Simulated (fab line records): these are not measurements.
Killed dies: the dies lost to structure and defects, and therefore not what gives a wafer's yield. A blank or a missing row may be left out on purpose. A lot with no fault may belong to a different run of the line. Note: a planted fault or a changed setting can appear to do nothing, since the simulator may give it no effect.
Which tool did it? -- flow gf180mcu -- Sampling: 6 lots, 18 wafers, 3 of 602 route steps

## WHAT EACH GAUGE READ, for each wafer
GF_TOP_METAL_THK_MEAS_06: measures by xrf.
lot,measured,on,TOP_METAL_ALCU_THK (nm)
L964,day 28 00:20,film metro-01,912 905 899
L965,day 28 16:35,film metro-02,889 889 904
L971,day 30 00:59,film metro-04,908 906 914
L978,day 31 23:50,film metro-02,897 905 897
L981,day 32 18:51,film metro-02,907 907 904
L984,day 33 09:32,film metro-02,886 898 886

## EACH LOT AND THE TOOL THAT RAN IT (in order: tool; ch and the chambers of the sampled wafers; start)
lot,GF_V1_ETCH_17,GF_TOP_METAL_SPUTTER_00
L964,"rie diel-04 ch 1,2,3, day 19 00:00","pvd sputter-03, day 27 23:59"
L965,"rie diel-01 ch 0,2,3, day 19 19:00","pvd sputter-04, day 28 16:16"
L971,"rie diel-03 ch 0,1,3, day 21 13:00","pvd sputter-04, day 30 00:39"
L978,"rie diel-04 ch 0,1,3, day 24 00:00","pvd sputter-01, day 31 23:29"
L981,"rie diel-01 ch 1,2,3, day 25 00:00","pvd sputter-04, day 32 18:31"
L984,"rie diel-03 ch 1,2,3, day 25 18:00","pvd sputter-03, day 33 09:11"
- GF_V1_ETCH_17: etches SiO2 in C4F8/O2/Ar, stops on TiN, target depth 630 nm.
- GF_TOP_METAL_SPUTTER_00: material Ti, target thk 37.5 nm, time 150 s.

## THE ANSWER, worked out from the rows above alone
Rule: the usual values come from the lots themselves. The widest of any qualifying gaps counts: lots, ordered by their means at a reading, are off when they make up no more than a third of the lots, leave a main group of 4 or more, and stand apart from it by 3 or more times the standard deviation of that group's means. A main group is skipped when, at the precision printed for the reading in the tables above, its means are all equal. A lot without any number at a reading at which 4 lots or more have one is off too. The other lots that the step has rows for count as sound.
Nothing can be told from this: no lot is off at any reading shown.

## WHAT THE SIMULATOR HAD INSERTED
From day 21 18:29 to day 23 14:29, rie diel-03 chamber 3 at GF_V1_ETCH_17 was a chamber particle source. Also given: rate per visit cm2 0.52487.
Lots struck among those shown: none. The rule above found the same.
